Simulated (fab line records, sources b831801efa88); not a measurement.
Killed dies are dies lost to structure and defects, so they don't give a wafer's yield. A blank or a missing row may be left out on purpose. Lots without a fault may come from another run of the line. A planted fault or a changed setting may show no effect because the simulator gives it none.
Problem report in the 8D (eight disciplines) form, filled by code | flow sky130 | the parts of the form that need people (team, actions taken, sign-off) are left out

1. THE PROBLEM
oes_product_au at SKY_SD_N_STRIP_11 reads a mean of 0.288 a.u. on 3 wafers of 1 lot; wafers without a fault read 0.528 a.u. with a standard deviation of 0.0049. That is -49 standard deviations from the usual mean.
The step: strips in O2/N2.
First seen on wafer L966.1, day 31 11:41, on plasma_asher-03. The record holds 39 wafers of 13 lots with a number at this step. Rule for "out", or "out of limits": more than 4 standard deviations from the usual mean. The other wafers with a number count as sound.

2. WHAT IT IS AND WHAT IT IS NOT
question                    | is                                     | is not
which readings at this step | oes_product_au, chamber_pressure_mTorr | drypump_motor_current_A
which lots                  | L966                                   | L959, L960, L962, L963, L975, L976, L977, L978, L979, L980, L981, L982
which wafers of those lots  | all that have a number                 | -
read on which tools         | plasma_asher-03                        | plasma_asher-01, plasma_asher-02
when                        | from day 31 11:41                      | up to then (12 sound wafers); but 24 sound wafers of L975, L976, L977, L978, L979, L980, L981, L982 came after

3. SUSPECTS, AND WHAT RULES EACH OUT
Counting: a tool at a process step up to the reading stays a suspect if it ran every lot that is out and no sound lot after the first of them.
- plasma_asher-01 at SKY_LDD_LDN_STRIP_12 (strips in O2/N2): ruled out as a lasting fault. Sound lots L975, L978, L980 ran on it after its first lot that is out, L966 (day 26 15:35).
- plasma_asher-03 at SKY_SD_N_STRIP_11 (strips in O2/N2): ruled out as a lasting fault. Sound lots L975, L976, L978, L979 ran on it after its first lot that is out, L966 (day 31 11:41).
Left after counting: nothing in the record.

4. THE CAUSE (what the simulator had put in)
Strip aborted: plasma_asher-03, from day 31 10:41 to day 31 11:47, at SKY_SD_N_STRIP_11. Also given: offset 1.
Counting ruled it out, wrongly.

5. THE CHAIN OF EFFECTS, in route order
Each row: a reading whose mean over the struck wafers that have a number lies more than 3 standard deviations from the usual. Only readings for which the record gives a usual standard deviation are gone through. hours: the time from each lot's start at the first step in this table that gives one to its start at this step, as a median over the lots. sigmas: the change in usual standard deviations.
hours | step              | reading                | usual        | on struck wafers | change | sigmas
0     | SKY_SD_N_STRIP_11 | chamber_pressure_mTorr | 1499.8 mTorr | 1508.1           | +8.3   | +6.9
0     | SKY_SD_N_STRIP_11 | oes_product_au         | 0.528 a.u.   | 0.288            | -0.240 | -49
The process steps in it:
- SKY_SD_N_STRIP_11: strips in O2/N2.
Readings that are blank on the struck wafers while sound wafers have them: strip_time_to_endpoint_s at SKY_SD_N_STRIP_11.
Later measuring or inspecting steps at which every struck wafer that the step has a row for has a number for every such reading, and none has moved that far: SKY_LI_CONTACT_CD_MEAS_12.

6. WHAT WOULD HAVE CAUGHT IT SOONER
In this record the first reading out of limits was taken at day 31 11:41, 1 hour after the fault began at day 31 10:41.
